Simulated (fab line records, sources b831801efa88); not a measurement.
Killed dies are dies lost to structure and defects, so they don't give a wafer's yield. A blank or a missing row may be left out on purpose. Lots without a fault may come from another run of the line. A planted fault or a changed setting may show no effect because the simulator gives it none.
Chamber matching | flow gf180mcu | GF_V2_CVD_02 on pecvd-01: 3 sister chambers
The step deposits SiO2 from TEOS, target thk 850 nm, time 94.851 s. 16 wafers are shown with their chamber, then 8 later ones without.

WAFERS WITH THEIR CHAMBER
wafer  | chamber | heater_power_w (W)
L076.1 | 2       | 656
L076.4 | 0       | 670
L076.5 | 2       | 537
L081.1 | 2       | 583
L081.4 | 0       | 789
L081.5 | 1       | 563
L083.1 | 1       | 522
L083.4 | 1       | 551
L083.6 | 2       | 545
L085.2 | 2       | 639
L085.4 | 2       | 646
L085.6 | 0       | 740
L086.1 | 1       | 497
L086.3 | 2       | 644
L086.4 | 2       | 651
L088.1 | 0       | 840

SIGNATURES (means of the wafers above)
reading        | chamber 0 | chamber 1 | chamber 2 | scatter within a chamber
heater_power_w | 759.75    | 533.25    | 612.62    | 52.4
Rule: a wafer's distance from a chamber is the root of the sum, over the readings, of the square of ((its reading less the chamber's mean) divided by the reading's scatter). The wafer belongs to the nearest chamber; if the next one is less than 2 further off, it can't be placed. The scatter: the root of (the sum of the squares of (reading less its chamber's mean) over the shown wafers, divided by (wafers less chambers)).

WAFERS WITHOUT THEIR CHAMBER
wafer  | heater_power_w (W)
L088.2 | 559
L088.5 | 447
L093.1 | 544
L093.2 | 761
L093.4 | 574
L097.2 | 737
L097.5 | 582
L097.6 | 784

WHICH CHAMBER EACH WENT THROUGH
wafer  | from the rows above     | in truth
L088.2 | can't be placed: 1 or 2 | 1
L088.5 | can't be placed: 1 or 2 | 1
L093.1 | can't be placed: 1 or 2 | 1
L093.2 | 0                       | 0
L093.4 | can't be placed: 2 or 1 | 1
L097.2 | can't be placed: 0 or 2 | 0
L097.5 | can't be placed: 2 or 1 | 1
L097.6 | 0                       | 0
Placed correctly: 2 of 8. Can't be placed from these rows: 6 (the true chamber is among the candidates in 6). Placed wrongly: 0.
